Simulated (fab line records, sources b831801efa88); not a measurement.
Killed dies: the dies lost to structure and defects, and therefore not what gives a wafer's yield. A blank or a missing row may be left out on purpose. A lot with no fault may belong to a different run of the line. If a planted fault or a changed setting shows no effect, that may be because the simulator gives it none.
A lot that was struck, set against a sound lot	flow sky130	36 out of 708 route steps
Sound: these wafers, L902.1, L902.5, L902.6. Wafers L913.3, L913.5, L913.6 were the ones struck. The cause comes at the end.
For every step that has rows: the tool of each side, followed by ch and its chambers, followed by its first start. Under that, the readings that differ: sound wafers	struck wafers	difference of the means	sigmas: that difference in standard deviations of wafers without a fault.
alike: same words and numbers on both sides, and readings whose means sit less than 2 such deviations apart. not compared: any withheld reading, any reading some wafer has no value for, any bound like >300 that may hide the same value, and any number with overlapping values for which the record gives no deviation.
The two part at a step that has a row with sigmas, a row that says differs or no value, or rows on one side only. Non-overlapping numbers with no deviation appear without sigmas and do not part them. A reading that every wafer of one side lacks parts them only if that side has two wafers or more.

first, 7 steps without rows for these wafers: SKY_SONOS_TUNNEL_DEVELOP_06 (develop time 60 s); SKY_SONOS_TUNNEL_IMPLANT_09; SKY_SONOS_TUNNEL_WET_ETCH_10 (etches SiO2 in dHF, target depth 14 nm, time 280 s); SKY_SONOS_TUNNEL_STRIP_11 (strips in SPM, time 600 s); SKY_SONOS_TUNNEL_CLEAN_13 (cleans in dHF, time 20 s); SKY_SONOS_ONO_OXIDATION_00 (stabilise 600 s, purge 300 s, target thk 2.6 nm); SKY_SONOS_ONO_CVD_02 (deposits Si3N4 from DCS/NH3, target thk 10.5 nm, time 180 s).
SKY_SONOS_ONO_CVD_04: deposits SiO2 from SiH4/N2O, target thk 5.7199 nm.
  sound on lpcvd-03 ch 1, day 15 01:13; struck on lpcvd-03 ch 1, day 18 16:35
reading	sound	struck	difference	sigmas
model.SiO2_of_SONOS_ONO_CVD_04.thk_nm (nm)	5.535 5.658 5.633	4.808 4.94 4.821	-0.752	
  alike: zone_power_centre_pct, zone_power_upper_pct
SKY_SONOS_ONO_THK_MEAS_05:
  sound on film_metro-04 at day 15 02:28; struck on film_metro-04 at day 18 17:52
reading	sound	struck	difference	sigmas
SONOS_ONO_CVD_04_THK (nm)	5.50 5.68 5.67	4.81 4.94 4.81	-0.76	-8
then, 23 steps without rows for these wafers: SKY_SONOS_ONO_DEHYDRATE_06 (time 60 s); SKY_SONOS_ONO_HMDS_07 (prime time 60 s); SKY_SONOS_ONO_COAT_08 (resist thk 1140 nm); SKY_SONOS_ONO_SOFTBAKE_09 (time 60 s); SKY_SONOS_ONO_EXPOSE_10 (exposes mask ONOM, target cd 410 nm); SKY_SONOS_ONO_PEB_11; SKY_SONOS_ONO_DEVELOP_12 (develop time 60 s); SKY_SONOS_ONO_ETCH_15 (etches the open film in CHF3/O2, target depth 19.52 nm, time 7.8 s); SKY_SONOS_ONO_WET_ETCH_16 (etches SiO2 in dHF, target depth 14 nm, time 280 s); SKY_SONOS_ONO_STRIP_17 (strips in O2/N2); SKY_SONOS_ONO_WET_ETCH_18 (etches Si3N4 in H3PO4, target depth 15 nm, time 172 s); SKY_GATE_OXIDE_CLEAN_00 (cleans in SC1/SC2, time 150 s); SKY_GATE_OXIDE_OXIDATION_01 (stabilise 600 s, purge 300 s, target thk 10.268 nm); SKY_GATE_OXIDE_DEHYDRATE_03 (time 60 s); SKY_GATE_OXIDE_HMDS_04 (prime time 60 s); SKY_GATE_OXIDE_COAT_05 (resist thk 1140 nm); SKY_GATE_OXIDE_SOFTBAKE_06 (time 60 s); SKY_GATE_OXIDE_EXPOSE_07 (exposes mask LVOM, target cd 600 nm); SKY_GATE_OXIDE_PEB_08; SKY_GATE_OXIDE_DEVELOP_09 (develop time 60 s); SKY_GATE_OXIDE_IMPLANT_11; SKY_GATE_OXIDE_WET_ETCH_12 (etches SiO2 in dHF, target depth 16.8 nm, time 336 s); SKY_GATE_OXIDE_STRIP_13 (strips in O2/N2).
-- the record jumps here: 3 days lie between the struck wafers' starts before and after --
SKY_GATE_OXIDE_CLEAN_15: cleans in SC1/SC2, time 150 s.
  sound on wet_bench-03 ch 2, day 17 12:42; struck on wet_bench-02 ch 2, day 21 07:57
reading	sound	struck	difference	sigmas
bath_guard_temp_C (C)	69.3 69.7 69.7	71.2 71.3 71.1	+1.6	+3
model.SiO2_of_SONOS_ONO_CVD_04.thk_nm (nm)	4.014 4.136 4.115	3.287 3.419 3.299	-0.753	
-- the record jumps here: 20 days lie between the struck wafers' starts before and after (it left off in module GATE_OXIDE and takes up again in module METAL2, whose first step shown is number 500 of the route) --
SKY_METAL2_DESCUM_17: chemistry O2, time 8 s.
  sound on rie_metal-03 ch 0,1, day 38 17:16; struck on rie_metal-03 ch 0, day 41 16:46
reading	sound	struck	difference	sigmas
model.METAL2.cd_nm (nm)	140 139.6 140.8	151.9 152.2 151.1	+11.6	
  alike: drypump_motor_current_A, oes_product_au
  not compared: rf_hours_counter_h
SKY_METAL2_METAL_ETCH_19: etches the open film in Cl2/BCl3, stops on SiO2, target depth 360 nm, time 78 s.
  sound on rie_metal-03 ch 0,1, day 38 17:21; struck on rie_metal-03 ch 0, day 41 16:59
reading	sound	struck	difference	sigmas
model.METAL2.cd_nm (nm)	142 140.6 145.3	153.5 153.8 152.5	+10.6	
  alike: bias_w, drypump_motor_current_A, oes_product_au, throttle_valve_pct
  not compared: rf_hours_counter_h
-- the record jumps here: 9 days lie between the struck wafers' starts before and after (it left off in module METAL2 and takes up again in module PAD_OPEN, whose first step shown is number 708 of the route) --
SKY_PAD_OPEN_PROBE_99:
  sound on prober-01 at day 50 00:34; struck on prober-01 at day 50 20:35
reading	sound	struck	difference	sigmas
model.etest.sonos_erased.drive_ua_um	178.8 165.7 166.8	205.1 218.8 217.5	+43.4	
model.etest.sonos_uncharged.r_on_ohm_um	820.7 806.2 825	788.7 798 803.2	-20.7	
model.etest.met2.width_nm (nm)	140.3 139.7 144.3	153.8 153.8 152.6	+12.0	
model.etest.cap_ono.gate_log10_a_cm2	-7.816 -8.023 -8.033	-6.847 -6.817 -6.918	+1.097	
model.etest.cap_ono.gate_bv_v (V)	16.43 16.8 16.31	15.28 15.83 15.77	-0.89	
model.etest.cap_ono.tox_acc_nm (nm)	12.9 12.95 12.95	12.06 12.08 12.07	-0.86	
model.etest.sonos_programmed.vt_v (V)	1.455 1.431 1.468	1.832 1.789 1.859	+0.375	
model.etest.sonos_baked.vt_v (V)	1.01 0.9414 0.9777	1.228 1.215 1.286	+0.267	
  alike: killed_at_M0_to_M3, killed_at_M4_up, killed_at_contacts, killed_at_front_end, killed_at_other, killed_dies, killed_on_rim, killed_open, killed_short

## WHERE THEY PART
Last at SKY_GATE_OXIDE_CLEAN_15 as far as this record goes, first at SKY_SONOS_ONO_THK_MEAS_05. Later steps at which nothing parts them and some readings are alike: SKY_METAL2_DESCUM_17, SKY_METAL2_METAL_ETCH_19, SKY_PAD_OPEN_PROBE_99.

WHY: whatever the simulator had introduced
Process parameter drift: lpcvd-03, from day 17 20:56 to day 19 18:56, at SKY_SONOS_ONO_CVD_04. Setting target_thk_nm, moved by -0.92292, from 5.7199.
